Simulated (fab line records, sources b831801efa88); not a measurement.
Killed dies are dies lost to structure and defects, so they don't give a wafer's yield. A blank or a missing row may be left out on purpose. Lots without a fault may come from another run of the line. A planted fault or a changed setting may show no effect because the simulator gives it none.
Chamber matching | flow gf180mcu | GF_V5_CVD_02 on pecvd-01: 3 sister chambers
The step deposits SiO2 from TEOS, target thk 1450 nm, time 163.28 s. 14 wafers are shown with their chamber, then 7 later ones without.

WAFERS WITH THEIR CHAMBER
wafer  | chamber | heater_power_w (W)
L826.1 | 2       | 625
L826.4 | 0       | 711
L826.5 | 2       | 501
L830.1 | 0       | 629
L830.3 | 2       | 593
L830.4 | 0       | 697
L831.1 | 2       | 585
L831.3 | 1       | 527
L831.6 | 1       | 590
L833.3 | 0       | 622
L833.4 | 2       | 637
L833.5 | 0       | 701
L835.3 | 1       | 522
L835.5 | 1       | 577

SIGNATURES (means of the wafers above)
reading        | chamber 0 | chamber 1 | chamber 2 | scatter within a chamber
heater_power_w | 672.00    | 554.00    | 588.20    | 45
Rule: a wafer's distance from a chamber is the root of the sum, over the readings, of the square of ((its reading less the chamber's mean) divided by the reading's scatter). The wafer belongs to the nearest chamber; if the next one is less than 2 further off, it can't be placed. The scatter: the root of (the sum of the squares of (reading less its chamber's mean) over the shown wafers, divided by (wafers less chambers)).

WAFERS WITHOUT THEIR CHAMBER
wafer  | heater_power_w (W)
L835.6 | 702
L837.1 | 579
L837.4 | 560
L837.5 | 583
L840.1 | 709
L840.2 | 504
L840.3 | 535

WHICH CHAMBER EACH WENT THROUGH
wafer  | from the rows above          | in truth
L835.6 | can't be placed: 0 or 2      | 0
L837.1 | can't be placed: 2 or 1 or 0 | 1
L837.4 | can't be placed: 1 or 2      | 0
L837.5 | can't be placed: 2 or 1 or 0 | 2
L840.1 | can't be placed: 0 or 2      | 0
L840.2 | can't be placed: 1 or 2      | 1
L840.3 | can't be placed: 1 or 2      | 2
Placed correctly: 0 of 7. Can't be placed from these rows: 7 (the true chamber is among the candidates in 6). Placed wrongly: 0.
